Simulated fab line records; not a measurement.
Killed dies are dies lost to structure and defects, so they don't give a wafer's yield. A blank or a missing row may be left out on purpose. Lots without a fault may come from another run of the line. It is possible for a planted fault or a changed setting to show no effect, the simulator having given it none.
Which tool did it? / flow sky130 / 36 wafers from 12 lots sampled at 6 of the route's 708 steps

## WHAT EACH GAUGE READ, for each wafer
SKY_LDD_P_CD_MEAS_07: target cd 380 nm. Usual: cdNm 379.6 nm, standard deviation 2.6.
lot=L965; measured=day 19 07:02; on=cdSem-02; cdNm (nm)=381.0 380.2 382.5; flag=
lot=L967; measured=day 19 16:57; on=cdSem-01; cdNm (nm)=379.3 379.2 380.5; flag=
lot=L968; measured=day 20 01:17; on=cdSem-01; cdNm (nm)=383.1 383.0 384.2; flag=
lot=L971; measured=day 21 06:20; on=cdSem-01; cdNm (nm)=381.4 380.5 382.4; flag=
lot=L972; measured=day 21 21:08; on=cdSem-01; cdNm (nm)=377.4 378.5 377.0; flag=
lot=L973; measured=day 22 05:09; on=cdSem-01; cdNm (nm)=379.0 380.9 380.3; flag=
lot=L974; measured=day 22 13:26; on=cdSem-01; cdNm (nm)=377.0 378.5 379.6; flag=
lot=L976; measured=day 23 06:18; on=cdSem-02; cdNm (nm)=383.5 380.4 382.2; flag=
lot=L977; measured=day 23 11:28; on=cdSem-02; cdNm (nm)=375.2 375.3 375.0; flag=
lot=L982; measured=day 25 04:36; on=cdSem-02; cdNm (nm)=377.1 378.9 379.9; flag=
lot=L983; measured=day 25 20:44; on=cdSem-02; cdNm (nm)=377.1 379.1 379.0; flag=
lot=L988; measured=day 28 04:58; on=cdSem-01; cdNm (nm)=379.3 378.6 376.4; flag=

SKY_POLY_CUT_CD_MEAS_08: target cd 270 nm. Usual: cdNm 270.1 nm, standard deviation 1.7.
lot=L965; measured=day 24 22:38; on=cdSem-01; cdNm (nm)=272.8 273.0 273.1; flag=
lot=L967; measured=day 24 23:06; on=cdSem-02; cdNm (nm)=270.4 272.5 271.9; flag=
lot=L968; measured=day 25 04:05; on=cdSem-01; cdNm (nm)=272.3 270.8 270.9; flag=
lot=L971; measured=day 26 07:38; on=cdSem-01; cdNm (nm)=270.3 270.5 270.9; flag=
lot=L972; measured=day 26 21:08; on=cdSem-01; cdNm (nm)=271.2 272.1 271.4; flag=
lot=L973; measured=day 27 06:13; on=cdSem-01; cdNm (nm)=270.1 270.3 271.0; flag=
lot=L974; measured=day 27 13:05; on=cdSem-01; cdNm (nm)=267.1 267.7 267.5; flag=
lot=L976; measured=day 28 04:08; on=cdSem-01; cdNm (nm)=269.5 270.1 269.2; flag=
lot=L977; measured=day 28 09:07; on=cdSem-02; cdNm (nm)=268.7 268.9 268.9; flag=
lot=L982; measured=day 30 01:43; on=cdSem-01; cdNm (nm)=266.0 266.5 266.9; flag=
lot=L983; measured=day 30 16:02; on=cdSem-02; cdNm (nm)=268.6 269.2 268.0; flag=
lot=L988; measured=day 32 22:28; on=cdSem-02; cdNm (nm)=271.6 272.1 271.9; flag=

SKY_RES_XHIGH_TW_MEAS_09. Usual: RES_XHIGH_TW typically reads 1654, with standard deviation 20.
lot=L965; measured=day 27 10:17; on=filmMetro-01; RES_XHIGH_TW=1671 1675 1670; flag=
lot=L967; measured=day 27 10:38; on=filmMetro-04; RES_XHIGH_TW=1651 1642 1649; flag=
lot=L968; measured=day 27 14:47; on=filmMetro-01; RES_XHIGH_TW=1673 1677 1669; flag=
lot=L971; measured=day 28 17:11; on=filmMetro-01; RES_XHIGH_TW=1677 1674 1678; flag=
lot=L972; measured=day 29 06:44; on=filmMetro-01; RES_XHIGH_TW=1670 1674 1675; flag=
lot=L973; measured=day 29 15:02; on=filmMetro-01; RES_XHIGH_TW=1665 1660 1666; flag=
lot=L974; measured=day 29 22:20; on=filmMetro-04; RES_XHIGH_TW=1638 1647 1639; flag=
lot=L976; measured=day 30 12:55; on=filmMetro-04; RES_XHIGH_TW=1643 1647 1641; flag=
lot=L977; measured=day 30 16:42; on=filmMetro-03; RES_XHIGH_TW=1619 1612 1607; flag=
lot=L982; measured=day 32 09:26; on=filmMetro-04; RES_XHIGH_TW=1696 1698 1712; flag=
lot=L983; measured=day 32 23:47; on=filmMetro-04; RES_XHIGH_TW=1703 1713 1696; flag=
lot=L988; measured=day 35 02:48; on=filmMetro-01; RES_XHIGH_TW=1663 1670 1661; flag=

SKY_SD_N_RS_MEAS_18: measurement is done with a four-point probe. Usual: RES_XHIGH_RS typically reads 333.2 ohm/sq, with standard deviation 1.
lot=L965; measured=day 28 15:25; on=filmMetro-03; RES_XHIGH_RS (ohm/sq)=333.1 333.6 332.5; flag=
lot=L967; measured=day 28 16:02; on=filmMetro-01; RES_XHIGH_RS (ohm/sq)=334.1 333.8 333.5; flag=
lot=L968; measured=day 28 19:49; on=filmMetro-04; RES_XHIGH_RS (ohm/sq)=336.1 335.8 335.4; flag=
lot=L971; measured=day 29 22:42; on=filmMetro-03; RES_XHIGH_RS (ohm/sq)=332.3 331.8 332.7; flag=
lot=L972; measured=day 30 10:37; on=filmMetro-01; RES_XHIGH_RS (ohm/sq)=332.6 332.8 331.8; flag=
lot=L973; measured=day 30 19:32; on=filmMetro-03; RES_XHIGH_RS (ohm/sq)=335.1 336.5 335.3; flag=
lot=L974; measured=day 31 02:46; on=filmMetro-03; RES_XHIGH_RS (ohm/sq)=334.6 333.0 334.7; flag=
lot=L976; measured=day 31 17:10; on=filmMetro-04; RES_XHIGH_RS (ohm/sq)=330.8 332.5 333.3; flag=
lot=L977; measured=day 31 21:30; on=filmMetro-04; RES_XHIGH_RS (ohm/sq)=332.1 333.1 332.8; flag=
lot=L982; measured=day 33 13:47; on=filmMetro-01; RES_XHIGH_RS (ohm/sq)=307.7 307.2 307.4; flag=OFF
lot=L983; measured=day 34 03:13; on=filmMetro-03; RES_XHIGH_RS (ohm/sq)=305.5 306.1 306.2; flag=OFF
lot=L988; measured=day 36 05:18; on=filmMetro-03; RES_XHIGH_RS (ohm/sq)=334.3 333.9 333.3; flag=

## WHAT TOOL EACH LOT RAN ON (gives the tool, then ch and the chambers of the sampled wafers, and finally the start)
lot=L965; SKY_RES_XHIGH_SOFTBAKE_03=lithoTrack-02 ch 0, day 26 19:20; SKY_RES_XHIGH_IMPLANT_07=implanter-03 ch 0, day 27 10:02
lot=L967; SKY_RES_XHIGH_SOFTBAKE_03=lithoTrack-03 ch 0, day 26 19:30; SKY_RES_XHIGH_IMPLANT_07=implanter-01 ch 0, day 27 10:24
lot=L968; SKY_RES_XHIGH_SOFTBAKE_03=lithoTrack-02 ch 0, day 27 00:14; SKY_RES_XHIGH_IMPLANT_07=implanter-03 ch 0, day 27 14:32
lot=L971; SKY_RES_XHIGH_SOFTBAKE_03=lithoTrack-03 ch 0, day 28 02:38; SKY_RES_XHIGH_IMPLANT_07=implanter-03 ch 0, day 28 16:56
lot=L972; SKY_RES_XHIGH_SOFTBAKE_03=lithoTrack-02 ch 0, day 28 16:11; SKY_RES_XHIGH_IMPLANT_07=implanter-04 ch 0, day 29 06:29
lot=L973; SKY_RES_XHIGH_SOFTBAKE_03=lithoTrack-02 ch 0, day 29 00:27; SKY_RES_XHIGH_IMPLANT_07=implanter-04 ch 0, day 29 14:48
lot=L974; SKY_RES_XHIGH_SOFTBAKE_03=lithoTrack-01 ch 0, day 29 08:11; SKY_RES_XHIGH_IMPLANT_07=implanter-01 ch 0, day 29 22:05
lot=L976; SKY_RES_XHIGH_SOFTBAKE_03=lithoTrack-01 ch 0, day 29 22:55; SKY_RES_XHIGH_IMPLANT_07=implanter-03 ch 0, day 30 12:42
lot=L977; SKY_RES_XHIGH_SOFTBAKE_03=lithoTrack-02 ch 0, day 30 02:29; SKY_RES_XHIGH_IMPLANT_07=implanter-03 ch 0, day 30 16:29
lot=L982; SKY_RES_XHIGH_SOFTBAKE_03=lithoTrack-01 ch 0, day 31 20:01; SKY_RES_XHIGH_IMPLANT_07=implanter-03 ch 0, day 32 09:12
lot=L983; SKY_RES_XHIGH_SOFTBAKE_03=lithoTrack-02 ch 0, day 32 09:38; SKY_RES_XHIGH_IMPLANT_07=implanter-03 ch 0, day 32 23:32
lot=L988; SKY_RES_XHIGH_SOFTBAKE_03=lithoTrack-03 ch 0, day 34 14:05; SKY_RES_XHIGH_IMPLANT_07=implanter-01 ch 0, day 35 02:35
- SKY_RES_XHIGH_SOFTBAKE_03: time 61.26 s.
- SKY_RES_XHIGH_IMPLANT_07

## WHAT THE TOOLS THEMSELVES READ (means of the sampled wafers that have a number; where no wafer has one, the mark that the record gives instead)
SKY_RES_XHIGH_SOFTBAKE_03. Usual: plateSensorTCentreC 90.756 C, standard deviation 0.01; plateSensorTEdgeC 90.829 C, standard deviation 0.01.
lot=L965; tool=lithoTrack-02; plateSensorTCentreC (C)=90.759; plateSensorTEdgeC (C)=90.831; flag=
lot=L967; tool=lithoTrack-03; plateSensorTCentreC (C)=90.759; plateSensorTEdgeC (C)=90.826; flag=
lot=L968; tool=lithoTrack-02; plateSensorTCentreC (C)=90.753; plateSensorTEdgeC (C)=90.839; flag=
lot=L971; tool=lithoTrack-03; plateSensorTCentreC (C)=90.755; plateSensorTEdgeC (C)=90.824; flag=
lot=L972; tool=lithoTrack-02; plateSensorTCentreC (C)=90.738; plateSensorTEdgeC (C)=90.833; flag=
lot=L973; tool=lithoTrack-02; plateSensorTCentreC (C)=90.760; plateSensorTEdgeC (C)=90.840; flag=
lot=L974; tool=lithoTrack-01; plateSensorTCentreC (C)=90.757; plateSensorTEdgeC (C)=90.827; flag=
lot=L976; tool=lithoTrack-01; plateSensorTCentreC (C)=90.756; plateSensorTEdgeC (C)=90.830; flag=
lot=L977; tool=lithoTrack-02; plateSensorTCentreC (C)=90.757; plateSensorTEdgeC (C)=90.832; flag=
lot=L982; tool=lithoTrack-01; plateSensorTCentreC (C)=90.752; plateSensorTEdgeC (C)=90.840; flag=
lot=L983; tool=lithoTrack-02; plateSensorTCentreC (C)=90.756; plateSensorTEdgeC (C)=90.837; flag=
lot=L988; tool=lithoTrack-03; plateSensorTCentreC (C)=90.763; plateSensorTEdgeC (C)=90.832; flag=

SKY_RES_XHIGH_IMPLANT_07. Usual: doseIonsCm2 3.601e+14, standard deviation 4.1e+11.
lot=L965 tool=implanter-03 doseIonsCm2=3.600e+14 flag=
lot=L967 tool=implanter-01 doseIonsCm2=3.600e+14 flag=
lot=L968 tool=implanter-03 doseIonsCm2=3.601e+14 flag=
lot=L971 tool=implanter-03 doseIonsCm2=3.608e+14 flag=
lot=L972 tool=implanter-04 doseIonsCm2=3.606e+14 flag=
lot=L973 tool=implanter-04 doseIonsCm2=3.604e+14 flag=
lot=L974 tool=implanter-01 doseIonsCm2=3.601e+14 flag=
lot=L976 tool=implanter-03 doseIonsCm2=3.604e+14 flag=
lot=L977 tool=implanter-03 doseIonsCm2=3.601e+14 flag=
lot=L982 tool=implanter-03 doseIonsCm2=3.952e+14 flag=OFF
lot=L983 tool=implanter-03 doseIonsCm2=3.956e+14 flag=OFF
lot=L988 tool=implanter-01 doseIonsCm2=3.598e+14 flag=

## THE ANSWER, worked out from the rows above alone
Rule: a lot counts as off when the mean over its wafers that have a number is more than 3 standard deviations away from the usual mean. Also off: a lot with no number at a reading for which 4 or more lots have one. Where the step has rows for the other lots, those lots are counted as sound. After the gauges, taken in route order, come the tools' own readings; for these a lot's mean is taken, as printed above. At the first step where some lot is off, the reading lying furthest off is the one used; lots without a number count as furthest.
Off: L982, L983, at SKY_SD_N_RS_MEAS_18 (RES_XHIGH_RS).
If a tool, at a process step before that reading, ran all the lots that are off and no sound lot after the first of them, it fits. The gauges at SKY_SD_N_RS_MEAS_18 aren't tried: what is off there is off at SKY_RES_XHIGH_IMPLANT_07 too, on other tools, and a gauge's error can't cause that. One candidate fits, namely implanter-03 at SKY_RES_XHIGH_IMPLANT_07. Its last sound lot is L977 (day 30 16:29), its first lot that is off L982 (day 32 09:12): a fault that began between those two fits.
The tool's own readings at SKY_RES_XHIGH_IMPLANT_07 bear it out: on the lots that are off they differ by more than 5 times the standard deviation of the sound lots' means. doseIonsCm2 reads 3.954e+14 there against 3.602e+14 on the sound lots.

## WHAT THE SIMULATOR HAD INSERTED
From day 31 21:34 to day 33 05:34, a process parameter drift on implanter-03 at SKY_RES_XHIGH_IMPLANT_07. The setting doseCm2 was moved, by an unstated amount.
Shown lots that were struck: L982, L983. The rule above reached the same finding.
